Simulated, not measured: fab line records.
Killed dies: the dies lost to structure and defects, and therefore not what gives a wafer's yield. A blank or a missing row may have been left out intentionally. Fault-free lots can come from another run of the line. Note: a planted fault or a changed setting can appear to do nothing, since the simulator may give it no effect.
fab line records | flow sky130
record lots=12 wafers=36 last-day=50
route steps=708 shown VT_ADJUST_HVTP@95 SONOS_ONO@171 GATE_OXIDE@200 LDD_LDN@298
lots with no fault: from the same line, run without faults
start-h: start of the lot's first displayed wafer, in hours after the record's first day | wait-h: hours elapsed since this lot's preceding step | " identical to the entry in the row above | L1.1+2: a single row standing in for several wafers | - either no value or no given start | * or withheld: withheld | < > ~ a bound
route shown NAME@n: a module of which the file shows steps, and the number in the route of the first | usual: the fault-free wafers' mean and standard deviation | same: alike in all rows | chamber/n: place in a boat | sites: the reading at each site | _std_site: the values' standard deviation | _edge_site: outer sites' mean less inner sites' | radius-mm: how far each site lies from the wafer's centre | mask NAME#n: copy n | behind: tool/chamber where the wafer was last shaped | hold: the reason the lot was held/the length of the hold in hours/how it ended | device: whichever transistor did not switch (one of n, p or np) | end of line: at the end of the route, the tests of the same wafers | where a step has no rows: the recipe by itself | killed: dies that structure and defects cost at the first sort, which is not the same as the wafer's yield | map: per-die view of a wafer (x killed, . not killed, _ where there is no die)
set.NAME: the run value of the setting; set.NAME@STEP: its run value at that earlier step | model.NAME: the simulator's own value behind a step, which no gauge read
the route's steps for a sample of lots (tables are steps, rows are wafers)
services: the hour from which a tool's chamber was out of use, counted from the record's first day as start-h (under 0 if before that day), plus the number of hours and why
## steps
# step SKY_VT_ADJUST_HVTP_STRIP_10
# recipe chemistry=O2/N2 power-w=1400 pressure-mtorr=1500 platen-temp-c=withheld o2-flow-sccm=3000 n2-flow-sccm=300 overash-fraction=0.5
# usual drypump-motor-current-A=5.6/0.4 oes-product-au=0.716/0.0047 strip-time-to-endpoint-s=14.14/0.039
# columns lot.wafer tool chamber start-h wait-h drypump-motor-current-A oes-product-au rf-hours-counter-h strip-time-to-endpoint-s
L503.1 plasma-asher-04 0 120.10 0.1 6.1 0.721 31 14.13
L503.2 " 1 " " 5.6 0.717 31 14.11
L503.3 " 1 " " 5.7 0.719 - 14.11
L504.3 plasma-asher-03 1 126.28 0.1 5.0 0.716 - 14.12
L504.5 " 0 " " 5.5 0.720 - 14.12
L504.6 " 1 " " 4.9 0.717 - 14.12
L508.2 plasma-asher-04 1 157.75 0.1 5.7 0.719 34 14.14
L508.3 " 1 " " 5.7 0.711 - 14.16
L508.5 " 1 " " 5.7 0.719 - 14.16
L509.1 plasma-asher-02 0 163.30 0.1 5.6 0.719 48 14.16
L509.3 " 1 " " 5.1 0.716 - 14.14
L509.6 " 1 " " 5.2 0.707 - 14.20
L510.1 plasma-asher-03 1 166.15 0.1 4.9 0.715 5 14.15
L510.4 " 0 " " 5.4 0.725 - 14.15
L510.5 " 0 " " 5.5 0.718 - 14.18
L511.1 plasma-asher-04 0 174.70 0.1 6.1 0.721 35 14.13
L511.2 " 1 " " 5.7 0.716 35 14.09
L511.4 " 0 " " 6.1 0.712 - 14.16
L515.1 plasma-asher-03 1 199.30 0.1 5.0 0.715 8 14.15
L515.4 " 0 " " 5.4 0.726 - 14.11
L515.6 " 1 " " 4.9 0.715 - 14.14
L516.1 plasma-asher-02 1 203.15 0.1 5.1 0.716 52 14.10
L516.3 " 0 " " 5.7 0.710 - 14.13
L516.6 " 1 " " 5.2 0.715 - 14.14
L518.3 plasma-asher-04 1 216.73 0.1 5.6 0.719 - 14.14
L518.5 " 0 " " 6.1 0.703 - 14.11
L518.6 " 1 " " 5.6 0.719 - 14.16
L523.3 plasma-asher-04 0 248.95 0.1 6.1 0.717 - 14.18
L523.4 " 1 " " 5.7 0.713 - 14.16
L523.6 " 0 " " 6.1 0.706 - 14.18
L525.1 plasma-asher-04 1 257.70 0.1 5.7 0.715 43 14.21
L525.2 " 0 " " 6.2 0.719 43 14.26
L525.5 " 1 " " 5.7 0.710 - 14.22
L526.1 plasma-asher-03 1 267.25 0.1 4.9 0.710 15 14.12
L526.4 " 1 " " 4.9 0.711 - 14.15
L526.5 " 0 " " 5.4 0.715 - 14.18
# step SKY_SONOS_ONO_THK_MEAS_03
# recipe reads=Si3N4_of_SONOS_ONO_CVD_02
# usual SONOS_ONO_CVD_02_THK=10.54/0.15
# columns lot.wafer tool chamber start-h wait-h SONOS_ONO_CVD_02_THK[nm]
L503.1 film-metro-04 - 248.49 0.0 10.79
L503.2 " - " " 10.82
L503.3 " - " " 10.75
L504.3 film-metro-01 - 256.65 0.0 10.72
L504.5 " - " " 10.63
L504.6 " - " " 10.74
L508.2 film-metro-02 - 300.26 0.0 10.56
L508.3 " - " " 10.60
L508.5 " - " " 10.55
L509.1 film-metro-04 - 310.11 0.0 10.57
L509.3 " - " " 10.53
L509.6 " - " " 10.40
L510.1 film-metro-01 - 310.12 0.0 10.33
L510.4 " - " " 10.30
L510.5 " - " " 10.35
L511.1 film-metro-02 - 318.36 0.0 10.34
L511.2 " - " " 10.41
L511.4 " - " " 10.40
L515.1 film-metro-04 - 347.29 0.0 10.40
L515.4 " - " " 10.49
L515.6 " - " " 10.53
L516.1 film-metro-04 - 351.59 0.0 10.60
L516.3 " - " " 10.55
L516.6 " - " " 10.54
L518.3 film-metro-01 - 366.89 0.1 10.50
L518.5 " - " " 10.50
L518.6 " - " " 10.45
L523.3 film-metro-02 - 411.33 0.0 10.69
L523.4 " - " " 10.60
L523.6 " - " " 10.70
L525.1 film-metro-04 - 421.05 0.0 10.52
L525.2 " - " " 10.48
L525.5 " - " " 10.60
L526.1 film-metro-01 - 431.37 0.0 10.72
L526.4 " - " " 10.63
L526.5 " - " " 10.64
# step SKY_GATE_OXIDE_STRIP_13
# recipe chemistry=O2/N2 power-w=1400 pressure-mtorr=1500 platen-temp-c=withheld o2-flow-sccm=3000 n2-flow-sccm=300 overash-fraction=0.5
# usual drypump-motor-current-A=5.6/0.35 oes-product-au=0.716/0.0041 strip-time-to-endpoint-s=14.16/0.044
# columns lot.wafer tool chamber start-h wait-h drypump-motor-current-A oes-product-au rf-hours-counter-h strip-time-to-endpoint-s
L503.1 plasma-asher-02 0 300.58 0.0 5.6 0.716 61 14.17
L503.2 " 1 " " 5.2 0.721 61 14.13
L503.3 " 1 " " 5.1 0.715 - 14.15
L504.3 plasma-asher-04 0 311.01 0.0 6.1 0.721 - 14.23
L504.5 " 0 " " 6.1 0.712 - 14.19
L504.6 " 1 " " 5.7 0.719 - 14.18
L508.2 plasma-asher-04 0 369.93 0.0 6.1 0.720 54 14.14
L508.3 " 0 " " 6.1 0.724 - 14.12
L508.5 " 1 " " 5.6 0.716 - 14.13
L509.1 plasma-asher-02 0 370.23 0.0 5.6 0.711 68 14.17
L509.3 " 1 " " 5.2 0.718 - 14.15
L509.6 " 0 " " 5.6 0.714 - 14.17
L510.1 plasma-asher-04 1 370.43 0.0 5.6 0.721 54 14.13
L510.4 " 0 " " 6.1 0.719 - 14.15
L510.5 " 1 " " 5.6 0.720 - 14.15
L511.1 plasma-asher-01 1 378.65 0.0 5.6 0.713 67 14.20
L511.2 " 0 " " 5.1 0.713 67 14.16
L511.4 " 1 " " 5.6 0.720 - 14.21
L515.1 plasma-asher-01 1 408.08 0.0 5.6 0.723 70 14.19
L515.4 " 1 " " 5.6 0.714 - 14.19
L515.6 " 1 " " 5.6 0.717 - 14.21
L516.1 plasma-asher-02 1 413.83 0.0 5.1 0.722 72 14.19
L516.3 " 0 " " 5.7 0.715 - 14.18
L516.6 " 1 " " 5.1 0.714 - 14.19
L518.3 plasma-asher-04 0 431.97 0.0 6.1 0.715 - 14.20
L518.5 " 1 " " 5.7 0.716 - 14.21
L518.6 " 0 " " 6.1 0.714 - 14.23
L523.3 plasma-asher-02 0 475.87 0.0 5.6 0.714 - 14.27
L523.4 " 1 " " 5.2 0.714 - 14.27
L523.6 " 0 " " 5.6 0.708 - 14.24
L525.1 plasma-asher-04 0 487.29 0.0 6.1 0.720 66 14.18
L525.2 " 1 " " 5.7 0.712 66 14.17
L525.5 " 0 " " 6.1 0.714 - 14.12
L526.1 plasma-asher-01 1 495.44 0.0 5.5 0.711 7 14.10
L526.4 " 0 " " 5.1 0.718 - 14.09
L526.5 " 1 " " 5.6 0.713 - 14.09
# step SKY_LDD_LDN_IMPLANT_09
# recipe species=As energy-kev=15 dose-cm2=1.25e+13 tilt-deg=withheld rotation-deg=113
# usual beam-on-s=9.99/0.2 dose-ions-cm2=1.25e+13/1.2e+10 faraday-current-uA=70.6/1.4
# columns lot.wafer tool chamber start-h wait-h beam-on-s dose-ions-cm2 faraday-current-uA
L503.1 implanter-04 0 523.26 0.1 9.89 1.2484e+13 71.5
L503.2 " 0 " " 10.04 1.2489e+13 70.4
L503.3 " 0 " " 10.15 1.2505e+13 70.0
L504.3 implanter-04 0 528.07 0.1 9.81 1.2505e+13 72.1
L504.5 " 0 " " 10.03 1.2505e+13 70.1
L504.6 " 0 " " 10.15 1.2501e+13 69.4
L509.1 implanter-02 0 591.81 0.1 10.03 1.2499e+13 70.1
L509.3 " 0 " " 9.61 1.2492e+13 73.5
L509.6 " 0 " " 9.70 1.2527e+13 72.2
L508.2 implanter-04 0 592.20 0.1 10.43 1.2513e+13 67.7
L508.3 " 0 " " 9.56 1.2509e+13 73.4
L508.5 " 0 " " 10.18 1.2505e+13 69.3
L510.1 implanter-02 0 592.77 0.1 9.98 1.2503e+13 70.4
L510.4 " 0 " " 9.71 1.2503e+13 72.6
L510.5 " 0 " " 9.65 1.2504e+13 72.7
L511.1 implanter-04 0 598.18 0.1 9.80 1.251e+13 71.8
L511.2 " 0 " " 9.78 1.2471e+13 72.0
L511.4 " 0 " " 10.14 1.25e+13 69.5
L515.1 implanter-04 0 627.11 0.1 9.74 9.266e+12 53.8
L515.4 " 0 " " 9.89 9.289e+12 52.8
L515.6 " 0 " " 9.99 9.26e+12 52.4
L516.1 implanter-04 0 635.26 0.1 9.73 9.257e+12 53.9
L516.3 " 0 " " 9.70 9.253e+12 53.8
L516.6 " 0 " " 9.89 9.262e+12 52.9
L518.3 implanter-01 0 647.76 0.1 9.96 1.2508e+13 70.8
L518.5 " 0 " " 10.19 1.2484e+13 68.8
L518.6 " 0 " " 10.03 1.2501e+13 70.2
L523.3 implanter-02 0 690.13 0.1 10.07 1.2497e+13 70.1
L523.4 " 0 " " 9.95 1.2529e+13 70.5
L523.6 " 0 " " 9.95 1.2488e+13 70.5
L525.1 implanter-01 0 701.02 0.1 10.03 1.2497e+13 70.3
L525.2 " 0 " " 10.19 1.2496e+13 69.3
L525.5 " 0 " " 9.76 1.2494e+13 72.3
L526.1 implanter-01 0 708.78 0.1 10.16 1.2511e+13 69.3
L526.4 " 0 " " 9.91 1.2505e+13 71.0
L526.5 " 0 " " 9.79 1.2509e+13 71.9
## services
# columns tool chamber start-h hours kind
implanter-01 - 98.21 1.1 repair
plasma-asher-03 - 102.17 2.3 repair
plasma-asher-03 - 108.75 9.0 pm
implanter-01 - 133.19 4.2 pm
plasma-asher-04 - 223.91 1.5 repair
implanter-04 - 246.13 1.7 repair
plasma-asher-01 - 249.75 5.9 repair
implanter-04 - 252.74 2.0 repair
plasma-asher-03 - 285.26 2.8 pm
implanter-01 - 285.98 1.8 repair
implanter-02 - 290.90 5.0 pm
plasma-asher-01 - 311.74 1.2 repair
plasma-asher-02 - 386.98 3.1 repair
plasma-asher-02 - 421.50 2.8 pm
plasma-asher-04 - 517.14 1.1 repair
plasma-asher-04 - 548.57 16.9 repair
plasma-asher-04 - 567.44 4.5 repair
implanter-04 - 576.89 5.5 pm
plasma-asher-04 - 640.62 2.1 repair
plasma-asher-04 - 642.76 28.1 pm
implanter-04 - 663.44 4.9 repair
plasma-asher-02 - 668.92 2.1 repair
implanter-04 - 690.86 2.8 repair
plasma-asher-04 - 698.60 1.9 repair
## key
first-sign step=SKY_LDD_LDN_IMPLANT_09 reading=dose-ions-cm2 direction=down sigmas=99+ usual=* struck=*
effect step=SKY_LDD_LDN_IMPLANT_09 reading=faraday-current-uA direction=down sigmas=12 usual=70.6 struck=53.2
met-at SKY_LDD_LDN_IMPLANT_09
struck-lots L515,L516
tester-left-out L515,L516
not-acting-at SKY_VT_ADJUST_HVTP_STRIP_10,SKY_SONOS_ONO_THK_MEAS_03,SKY_GATE_OXIDE_STRIP_13
onset-between 598.18 627.11
fault kind=process-parameter-drift tool=implanter-04 chamber=- onset-h=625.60 steps=SKY_LDD_LDN_IMPLANT_09 channel=dose-cm2 offset=* shape=step end-h=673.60 acts-in=* stated=*
# tester-left-out: of these lots the tester's yield and bins aren't shown, on N5 and GAA mostly nor the transistor test; their killed dies are dies lost to structure and defects alone, not to doping, threshold or leakage, so they don't give the yield
